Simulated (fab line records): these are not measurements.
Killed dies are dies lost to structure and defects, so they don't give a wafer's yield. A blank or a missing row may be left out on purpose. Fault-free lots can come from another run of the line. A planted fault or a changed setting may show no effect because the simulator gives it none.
Problem report, 8D (eight disciplines) form, completed by code || flow sky130 || the parts of the form that need people (team, actions taken, sign-off) are left out

## 1. PROBLEM STATEMENT
killed_at_M4_up at SKY_PAD_OPEN_PROBE_99 reads a mean of 40.8 on 6 wafers of 2 lots; wafers without a fault read 3.2 with a standard deviation of 1.8. That is +21 standard deviations from the usual mean.
First observed at day 50 08:20: wafer L118.3, on prober-02. Wafers with a number at this step in the record: 18, from 6 lots. By rule, "out" or "out of limits" means more than 4 standard deviations away from the usual mean. The other wafers with a number count as sound.

## 2. WHAT IT IS; WHAT IT IS NOT
{"question": "which readings at this step", "is": "killed_at_M4_up", "is not": "killed_at_M0_to_M3, killed_at_contacts, killed_at_front_end, killed_at_other, killed_open, killed_short"}
{"question": "which lots", "is": "L118, L120", "is not": "L100, L105, L109, L111"}
{"question": "which wafers of those lots", "is": "all that have a number", "is not": "-"}
{"question": "read on which tools", "is": "prober-02", "is not": "prober-01"}
{"question": "when", "is": "from day 50 08:20", "is not": "up to then (12 sound wafers)"}

## 3. WHAT RULES OUT EACH SUSPECT
Counting: a tool at any process step up to the reading remains a suspect when it ran all the lots that are out and ran no sound lot after the first of those.
- cvd_w-01 at SKY_VIA4_CVD_18 (deposits W, target thk 505 nm, time 152.14 s): kept. All lots that are out passed through it, beginning with L118 at day 47 22:56, and no sound lot followed; its final sound lot before that point was L111 at day 46 10:01.
- cmp-01 at SKY_VIA4_CMP_21 (polishes, stops on SiO2, t overpolish 25 s, target thk 0 nm): kept. All lots that are out passed through it, beginning with L118 at day 47 23:19, and no sound lot followed; its final sound lot before that point was L111 at day 46 10:21.
- prober-02 at SKY_PAD_OPEN_PROBE_99: kept. All lots that are out passed through it, beginning with L118 at day 50 08:20, and no sound lot followed; its final sound lot before that point was L109 at day 48 13:58. Out on those wafers are its own readings of killed_at_M4_up.
Left after counting: cvd_w-01 at SKY_VIA4_CVD_18, cmp-01 at SKY_VIA4_CMP_21, prober-02 at SKY_PAD_OPEN_PROBE_99.

## 4. THE CAUSE (what the simulator had put in)
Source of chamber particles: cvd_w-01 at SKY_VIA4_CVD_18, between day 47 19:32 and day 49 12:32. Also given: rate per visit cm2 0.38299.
After counting, 3 suspects remain, this tool included.

## 5. THE CHAIN OF EFFECTS, in route order
Each row: a reading where the mean over the struck wafers with a number is more than 3 standard deviations away from the usual. Only readings whose record carries a usual standard deviation are examined. hours: median over the lots of the time between each lot's start at the first step of this table that gives one and its start at this step. sigmas: the change, counted in usual standard deviations.
{"hours": 0, "step": "SKY_PAD_OPEN_PROBE_99", "reading": "defect_limited_yield", "usual": "82.6 %", "on struck wafers": 75.5, "change": -7.1, "sigmas": -3.7}
{"hours": 0, "step": "SKY_PAD_OPEN_PROBE_99", "reading": "killed_at_M4_up", "usual": 3.2, "on struck wafers": 40.8, "change": "+37.6", "sigmas": "+21"}
{"hours": 0, "step": "SKY_PAD_OPEN_PROBE_99", "reading": "killed_dies", "usual": 85, "on struck wafers": 120, "change": "+36", "sigmas": "+3.8"}
{"hours": 0, "step": "SKY_PAD_OPEN_PROBE_99", "reading": "sort_bin_5_function", "usual": "10.3 %", "on struck wafers": 15.9, "change": "+5.6", "sigmas": "+3.7"}
{"hours": 0, "step": "SKY_PAD_OPEN_PROBE_99", "reading": "sort_n_pass", "usual": 407, "on struck wafers": 372, "change": -36, "sigmas": -3.8}
{"hours": 0, "step": "SKY_PAD_OPEN_PROBE_99", "reading": "sort_yield_pct", "usual": "82.6 %", "on struck wafers": 75.5, "change": -7.1, "sigmas": -3.7}
The process steps in it:
- SKY_PAD_OPEN_PROBE_99

## 6. HOW IT WOULD HAVE BEEN CAUGHT EARLIER
The fault began at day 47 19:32; the first out-of-limits reading in this record came at day 50 08:20, 61 hours later.
Of the tool readings at SKY_VIA4_CVD_18 for which the record gives a usual standard deviation, none was out on any struck wafer, so an alarm limit of 4 standard deviations on them would not have fired.
By day 50 08:20, every lot that is out (2) had started SKY_VIA4_CVD_18 on cvd_w-01. Tool hold at that time: it would have spared none of them.
